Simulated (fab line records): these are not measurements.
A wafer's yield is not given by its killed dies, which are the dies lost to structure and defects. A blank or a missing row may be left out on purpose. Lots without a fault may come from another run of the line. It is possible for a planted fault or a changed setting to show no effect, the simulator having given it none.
Problem report, 8D (eight disciplines) form, completed by code / flow gf180mcu / the parts of the form that need people (team, actions taken, sign-off) are left out

## 1. PROBLEM STATEMENT
At GF_SALICIDE_RTA_06, wafer_temp_C_max averages 484.2 over 9 wafers from 3 lots, while fault-free wafers read 532.0, standard deviation 0.74. Measured from the usual mean, that is -65 standard deviations.
The step: time 30 s.
First seen on wafer L704.2, day 17 09:25, on rtp anneal-01. The record has a number at this step for 42 wafers belonging to 14 lots. By rule, "out" or "out of limits" means more than 4 standard deviations away from the usual mean. The other wafers with a number count as sound.

## 2. WHAT IT IS, AND WHAT IT ISN'T
question=which readings at this step | is=wafer_temp_C_max | is not=-
question=which lots | is=L704, L705, L706 | is not=L699, L701, L703, L711, L713, L715, L716, L717, L718, L719, L720
question=which wafers of those lots | is=all that have a number | is not=-
question=read on which tools | is=rtp anneal-01 | is not=rtp anneal-02
question=when | is=from day 17 09:25 | is not=up to then (9 sound wafers); but 24 sound wafers of L711, L713, L715, L716, L717, L718, L719, L720 came after

## 3. SUSPECTS, AND WHAT RULES EACH OUT
Counting: any tool at a process step up to the reading is kept as a suspect provided that every lot that is out went through it and no sound lot did after the first of them.
- rtp anneal-01 at GF_SALICIDE_RTA_06 (time 30 s): ruled out as a lasting fault. Following L704 (day 17 09:25), the first lot on it that is out, the sound lots L715, L716, L718, L720 were run on it.
Left after counting: nothing in the record.

## 4. THE CAUSE (what the simulator had put in)
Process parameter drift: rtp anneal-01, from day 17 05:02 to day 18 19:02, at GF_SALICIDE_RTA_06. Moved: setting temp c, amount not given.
Counting ruled it out, wrongly.

## 5. SEQUENCE OF EFFECTS, ordered by route
Each row: a reading where the mean over the struck wafers with a number is more than 3 standard deviations away from the usual. Only readings whose record carries a usual standard deviation are examined. hours: median over the lots of the time between each lot's start at the first step of this table that gives one and its start at this step. sigmas: the change, counted in usual standard deviations.
hours=0; step=GF_SALICIDE_RTA_06; reading=lamp power pct; usual=5.29 %; on struck wafers=4.50; change=-0.79; sigmas=-4.0
hours=0; step=GF_SALICIDE_RTA_06; reading=wafer_temp_C_max; usual=532.0; on struck wafers=484.2; change=-47.8; sigmas=-65
Process steps it contains:
- GF_SALICIDE_RTA_06: time 30 s.
At these later measuring or inspecting steps, every struck wafer for which the step has a row has a number for every such reading, and none has moved that far: GF_V1_RS_MEAS_24.

## 6. WHAT WOULD HAVE CAUGHT IT SOONER
In this record the first reading out of limits was taken at day 17 09:25, 4 hours after the fault began at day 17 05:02.
